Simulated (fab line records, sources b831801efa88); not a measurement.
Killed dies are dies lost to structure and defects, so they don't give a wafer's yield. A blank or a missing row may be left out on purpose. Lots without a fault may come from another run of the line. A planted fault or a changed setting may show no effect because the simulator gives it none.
A struck lot beside a sound one | flow sky130 | 15 steps out of a route of 708
Sound: wafers L632.2, L632.3, L632.6. Struck: wafers L639.1, L639.2, L639.5. The cause comes at the end.
At each step with rows: each side's tool, then ch and its chambers, then its first start. Under that, the readings that differ: sound wafers | struck wafers | difference of the means | sigmas: that difference in standard deviations of wafers without a fault.
alike: readings whose means differ by less than 2 such deviations, and words and numbers that are the same on both sides. not compared: withheld readings, readings that some wafer has no value for, bounds like >300 that may hide the same value, and numbers for which the record gives no deviation and whose values overlap.
The two part at a step that has a row with sigmas, a row that says differs or no value, or rows on one side only. Numbers that don't overlap but have no deviation are shown without sigmas and don't part them. A reading that every wafer of one side lacks parts them only if that side has two wafers or more.

first, 4 steps without rows for these wafers: SKY_VIA3_SOFTBAKE_08 (time 90 s); SKY_VIA3_EXPOSE_09 (exposes mask VIM3, target cd 200 nm); SKY_VIA3_PEB_10; SKY_VIA3_DEVELOP_11 (develop time 60 s).
SKY_VIA3_CD_MEAS_12: target cd 200 nm.
  sound on cd_sem-02, day 41 00:38; struck on cd_sem-01, day 42 16:20
  alike: cd_nm
SKY_VIA3_OVL_MEAS_13:
  sound on overlay-01, day 41 00:44; struck on overlay-01, day 42 16:27
  alike: VIA3_OVL
SKY_VIA3_ETCH_14: etches BARC in N2/H2, stops on SiO2, time 45.9 s, target depth 60 nm.
  sound on rie_diel-04 ch 0,1,3, day 41 00:46; struck on rie_diel-04 ch 0,1,3, day 42 16:29
  alike: drypump_motor_current_A, oes_product_au, rf_fwd_power_W, throttle_valve_pct
  not compared: rf_hours_counter_h
SKY_VIA3_ETCH_15: etches SiO2 in C4F8/O2/Ar, stops on TiN, target depth 507 nm, time 78 s.
  sound on rie_diel-04 ch 0,1,3, day 41 00:49; struck on rie_diel-04 ch 0,1,3, day 42 16:32
  alike: oes_product_au, rf_fwd_power_W
SKY_VIA3_STRIP_16: strips in O2/N2.
  sound on plasma_asher-01 ch 0,1, day 41 00:52; struck on plasma_asher-01 ch 0,1, day 42 16:35
  alike: drypump_motor_current_A, oes_product_au, strip_time_to_endpoint_s
  not compared: rf_hours_counter_h
then, 3 steps without rows for these wafers: SKY_VIA3_STRIP_17 (strips in post etch residue remover, time 1200 s); SKY_VIA3_CLEAN_18 (cleans in IPA, time 180 s); SKY_VIA3_CLEAN_19 (cleans in O3/DIW).
SKY_VIA3_SPUTTER_20: material TiN, target thk 20 nm, time 80 s.
  sound on pvd_sputter-01, day 41 01:29; struck on pvd_sputter-01, day 42 17:13
  reading                                  | sound             | struck            | difference | sigmas
  chamber_pressure_pa (Pa)                 | 5.015 4.991 4.986 | 4.400 4.395 4.392 | -0.602     | -63
  throttle_valve_pct (%)                   | 28.4 30.2 28.1    | 33.5 30.4 30.4    | +2.5       | +2
  model.TiN_of_VIA3_SPUTTER_20.thk_nm (nm) | 19.72 19.72 19.9  | 22.25 22.13 22.24 | +2.43      |
SKY_VIA3_CVD_21: deposits W, target thk 390 nm, time 117.31 s.
  sound on cvd_w-01 ch 0,1, day 41 01:32; struck on cvd_w-01 ch 0,1, day 42 17:17
  alike: heater_power_w
then, 1 step without rows for these wafers: SKY_PAD_OPEN_PROBE_99.

WHERE THEY PART
Only at SKY_VIA3_SPUTTER_20, within this record. Later steps at which nothing parts them and some readings are alike: SKY_VIA3_CVD_21.

WHY: what the simulator had put in
Process parameter drift: pvd_sputter-01, from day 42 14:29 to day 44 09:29, at SKY_VIA3_SPUTTER_20. Setting chamber_pressure_pa, moved by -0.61, from 5. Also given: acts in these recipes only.
